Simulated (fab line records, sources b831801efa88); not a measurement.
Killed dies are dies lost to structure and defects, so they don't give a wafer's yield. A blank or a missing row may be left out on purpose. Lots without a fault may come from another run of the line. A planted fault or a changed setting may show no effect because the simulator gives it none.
A struck lot beside a sound one | flow gf180mcu | 44 steps out of a route of 602
Sound: wafers L568.1, L568.2, L568.5. Struck: wafers L584.2, L584.5, L584.6. The cause comes at the end.
At each step with rows: each side's tool, then ch and its chambers, then its first start. Under that, the readings that differ: sound wafers | struck wafers | difference of the means | sigmas: that difference in standard deviations of wafers without a fault.
alike: readings whose means differ by less than 2 such deviations, and words and numbers that are the same on both sides. not compared: withheld readings, readings that some wafer has no value for, bounds like >300 that may hide the same value, and numbers for which the record gives no deviation and whose values overlap.
The two part at a step that has a row with sigmas, a row that says differs or no value, or rows on one side only. Numbers that don't overlap but have no deviation are shown without sigmas and don't part them. A reading that every wafer of one side lacks parts them only if that side has two wafers or more.

first, 1 step without rows for these wafers: GF_NWELL_IMPLANT_09.
GF_NWELL_STRIP_10: strips in O2/N2.
  sound on plasma_asher-04 ch 0,1, day 3 16:29; struck on plasma_asher-03 ch 0,1, day 7 09:44
  alike: drypump_motor_current_A, heater_power_w, o2_flow_sccm, oes_product_au, platen_temp_c, strip_time_to_endpoint_s
  not compared: rf_hours_counter_h
GF_NWELL_TW_MEAS_11:
  sound on film_metro-01, day 3 16:35; struck on film_metro-02, day 7 09:55
  alike: NWELL_TW
then, 7 steps without rows for these wafers: GF_LVPWELL_DEHYDRATE_00 (time 60 s); GF_LVPWELL_HMDS_01 (prime time 60 s); GF_LVPWELL_COAT_02 (resist thk 3000 nm); GF_LVPWELL_SOFTBAKE_03; GF_LVPWELL_EXPOSE_04 (exposes mask LVPWELL, target cd 600 nm); GF_LVPWELL_PEB_05; GF_LVPWELL_DEVELOP_06 (develop time 60 s).
GF_LVPWELL_OVL_MEAS_07:
  sound on overlay-02, day 4 04:52; struck on overlay-01, day 8 01:18
  reading          | sound          | struck      | difference | sigmas
  LVPWELL_OVL (nm) | -3.8 -3.1 -2.7 | 0.6 0.2 0.4 | +3.6       | +3
then, 1 step without rows for these wafers: GF_LVPWELL_IMPLANT_08.
GF_LVPWELL_IMPLANT_09:
  sound on implanter-01 ch 0, day 4 05:02; struck on implanter-03 ch 0, day 8 01:30
  reading            | sound                     | struck                        | difference | sigmas
  dose_ions_cm2      | 5.013e+12 5e+12 5.007e+12 | 4.696e+12 4.691e+12 4.684e+12 | -3.163e+11 | -55
  faraday_current_uA | 28.0 27.3 29.3            | 25.2 26.9 26.3                | -2.1       | -3
GF_LVPWELL_STRIP_10: strips in O2/N2.
  sound on plasma_asher-01 ch 0,1, day 4 05:11; struck on plasma_asher-03 ch 0,1, day 8 01:38
  alike: drypump_motor_current_A, heater_power_w, o2_flow_sccm, oes_product_au, platen_temp_c, strip_time_to_endpoint_s
  not compared: rf_hours_counter_h
GF_LVPWELL_TW_MEAS_11:
  sound on film_metro-03, day 4 05:17; struck on film_metro-03, day 8 01:44
  alike: LVPWELL_TW
then, 7 steps without rows for these wafers: GF_MVSD_DEHYDRATE_00 (time 60 s); GF_MVSD_HMDS_01 (prime time 60 s); GF_MVSD_COAT_02 (resist thk 3000 nm); GF_MVSD_SOFTBAKE_03; GF_MVSD_EXPOSE_04 (exposes mask MVSD, target cd 1000 nm); GF_MVSD_PEB_05; GF_MVSD_DEVELOP_06 (develop time 60 s).
GF_MVSD_OVL_MEAS_07:
  sound on overlay-01, day 4 18:31; struck on overlay-02, day 8 18:13
  alike: MVSD_OVL
then, 2 steps without rows for these wafers: GF_MVSD_IMPLANT_08; GF_MVSD_IMPLANT_09.
GF_MVSD_STRIP_10: strips in O2/N2.
  sound on plasma_asher-03 ch 0,1, day 4 18:50; struck on plasma_asher-02 ch 0,1, day 8 18:32
  alike: drypump_motor_current_A, heater_power_w, o2_flow_sccm, oes_product_au, platen_temp_c, strip_time_to_endpoint_s
  not compared: rf_hours_counter_h
GF_MVSD_TW_MEAS_11:
  sound on film_metro-02, day 4 18:56; struck on film_metro-03, day 8 18:39
  alike: MVSD_TW
then, 7 steps without rows for these wafers: GF_MVPSD_DEHYDRATE_00 (time 60 s); GF_MVPSD_HMDS_01 (prime time 60 s); GF_MVPSD_COAT_02 (resist thk 3000 nm); GF_MVPSD_SOFTBAKE_03; GF_MVPSD_EXPOSE_04 (exposes mask MVPSD, target cd 1000 nm); GF_MVPSD_PEB_05; GF_MVPSD_DEVELOP_06 (develop time 60 s).
GF_MVPSD_OVL_MEAS_07:
  sound on overlay-02, day 5 08:49; struck on overlay-02, day 9 11:22
  alike: MVPSD_OVL
then, 2 steps without rows for these wafers: GF_MVPSD_IMPLANT_08; GF_MVPSD_IMPLANT_09.
GF_MVPSD_STRIP_10: strips in O2/N2.
  sound on plasma_asher-01 ch 0,1, day 5 09:08; struck on plasma_asher-02 ch 0,1, day 9 11:59
  alike: drypump_motor_current_A, heater_power_w, o2_flow_sccm, oes_product_au, platen_temp_c, strip_time_to_endpoint_s
  not compared: rf_hours_counter_h
GF_MVPSD_TW_MEAS_11:
  sound on film_metro-03, day 5 09:14; struck on film_metro-02, day 9 12:06
  alike: MVPSD_TW
then, 3 steps without rows for these wafers: GF_VT_IMPLANT_DEHYDRATE_00 (time 60 s); GF_VT_IMPLANT_HMDS_01 (prime time 60 s); GF_VT_IMPLANT_COAT_02 (resist thk 1000 nm).
-- the record jumps here: 3 days lie between the struck wafers' starts before and after --
GF_VT_IMPLANT_RS_MEAS_48: measures by four-point-probe.
  sound on film_metro-03, day 7 21:53; struck on film_metro-03, day 12 11:52
  reading             | sound                | struck               | difference | sigmas
  LVPWELL_RS (ohm/sq) | 1195.8 1199.0 1202.5 | 1211.8 1214.2 1214.2 | +14.3      | +5
GF_PASSIVATION_PROBE_99:
  the record has rows for the sound wafers here (prober-02, day 29 08:29) and none for the struck ones

WHERE THEY PART
First at GF_LVPWELL_OVL_MEAS_07; last, within this record, at GF_PASSIVATION_PROBE_99.

WHY: what the simulator had put in
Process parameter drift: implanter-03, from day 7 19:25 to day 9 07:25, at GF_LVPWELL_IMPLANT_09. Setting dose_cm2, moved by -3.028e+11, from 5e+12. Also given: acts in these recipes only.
